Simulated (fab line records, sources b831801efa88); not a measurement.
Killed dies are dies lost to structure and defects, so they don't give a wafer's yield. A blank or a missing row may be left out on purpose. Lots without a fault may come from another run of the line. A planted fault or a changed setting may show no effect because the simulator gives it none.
Chamber matching | flow sky130 | SKY_VIA2_HDPCVD_00 on hdpcvd-02: 3 sister chambers
The step deposits SiO2, target thk 1180 nm, time 196.7 s. 14 wafers are shown with their chamber, then 7 later ones without.

WAFERS WITH THEIR CHAMBER
wafer  | chamber | run_length_s (s) | pressure_mtorr (mTorr)
L437.1 | 1       | 224.1            | 6.012
L437.3 | 2       | 224.7            | 5.994
L437.6 | 0       | 223.8            | 6.005
L445.1 | 0       | 224.0            | 5.990
L445.2 | 2       | 224.5            | 5.988
L445.5 | 0       | 223.8            | 5.996
L446.1 | 2       | 224.7            | 5.995
L446.2 | 0       | 224.0            | 5.992
L446.3 | 1       | 224.2            | 6.002
L448.2 | 1       | 224.6            | 6.000
L448.3 | 2       | 224.9            | 5.974
L448.5 | 0       | 224.5            | 6.003
L452.3 | 2       | 224.6            | 5.997
L452.5 | 1       | 224.1            | 5.999

SIGNATURES (means of the wafers above)
reading        | chamber 0 | chamber 1 | chamber 2 | scatter within a chamber
run_length_s   | 224.020   | 224.250   | 224.680   | 0.231
pressure_mtorr | 5.99720   | 6.00325   | 5.98960   | 0.00757
Rule: a wafer's distance from a chamber is the root of the sum, over the readings, of the square of ((its reading less the chamber's mean) divided by the reading's scatter). The wafer belongs to the nearest chamber; if the next one is less than 2 further off, it can't be placed. The scatter: the root of (the sum of the squares of (reading less its chamber's mean) over the shown wafers, divided by (wafers less chambers)).

WAFERS WITHOUT THEIR CHAMBER
wafer  | run_length_s (s) | pressure_mtorr (mTorr)
L452.6 | 224.8            | 6.001
L456.1 | 224.7            | 6.022
L456.2 | 223.7            | 6.014
L456.3 | 225.0            | 6.003
L458.2 | 224.2            | 5.992
L458.3 | 224.0            | 5.999
L458.5 | 224.6            | 5.997

WHICH CHAMBER EACH WENT THROUGH
wafer  | from the rows above          | in truth
L452.6 | can't be placed: 2 or 1 or 0 | 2
L456.1 | can't be placed: 1 or 2 or 0 | 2
L456.2 | can't be placed: 0 or 1      | 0
L456.3 | can't be placed: 2 or 1      | 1
L458.2 | can't be placed: 0 or 1 or 2 | 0
L458.3 | can't be placed: 0 or 1      | 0
L458.5 | can't be placed: 2 or 1 or 0 | 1
Placed correctly: 0 of 7. Can't be placed from these rows: 7 (the true chamber is among the candidates in 7). Placed wrongly: 0.
